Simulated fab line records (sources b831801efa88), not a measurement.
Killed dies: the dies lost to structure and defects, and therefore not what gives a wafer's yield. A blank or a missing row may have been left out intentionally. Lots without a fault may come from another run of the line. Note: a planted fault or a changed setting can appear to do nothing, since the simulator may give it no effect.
Chamber matching | flow sky130 | 4 sister chambers for SKY_FIELD_ISO_ETCH_17 on rieSi-01
The step etches Si in HBr/Cl2/O2, target depth 342 nm, time 97.7 s. 4 wafers are shown with their chamber, then 12 later ones without.

WAFERS, EACH WITH ITS CHAMBER
wafer  | chamber | oesProductAu (a.u.)
L084.6 | 1       | 1.001
L090.3 | 2       | 1.002
L090.5 | 3       | 0.968
L090.6 | 0       | 1.034

WAFERS WHOSE CHAMBER IS MISSING
wafer  | oesProductAu (a.u.)
L091.2 | 1.019
L091.3 | 1.003
L091.5 | 1.011
L093.4 | 0.998
L093.5 | 0.963
L093.6 | 0.999
L095.1 | 1.010
L095.4 | 1.031
L095.6 | 1.012
L097.1 | 1.006
L097.2 | 0.964
L097.3 | 1.006

WHICH CHAMBER EACH WENT THROUGH
wafer  | from the rows above          | in truth
L091.2 | can't be placed: 0 or 2 or 1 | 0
L091.3 | can't be placed: 2 or 1      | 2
L091.5 | can't be placed: 2 or 1      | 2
L093.4 | can't be placed: 1 or 2      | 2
L093.5 | 3                            | 3
L093.6 | can't be placed: 1 or 2      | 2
L095.1 | can't be placed: 2 or 1      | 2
L095.4 | 0                            | 0
L095.6 | can't be placed: 2 or 1 or 0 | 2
L097.1 | can't be placed: 2 or 1      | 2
L097.2 | 3                            | 3
L097.3 | can't be placed: 2 or 1      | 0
Placed correctly: 3 of 12. Can't be placed from these rows: 9 (the true chamber is among the candidates in 8). Placed wrongly: 0.
How it was worked out, from the rows above alone: a wafer's distance from a chamber is the root of the sum, over the readings, of the square of ((its reading less the chamber's mean) divided by the reading's scatter). The wafer belongs to the nearest chamber; if the next one is less than 2 further off, it can't be placed. A chamber's mean is the mean of its shown wafers. The scatter: with one shown wafer a chamber, the root of the mean of the squares of how far each hidden wafer lies from its nearest shown one.
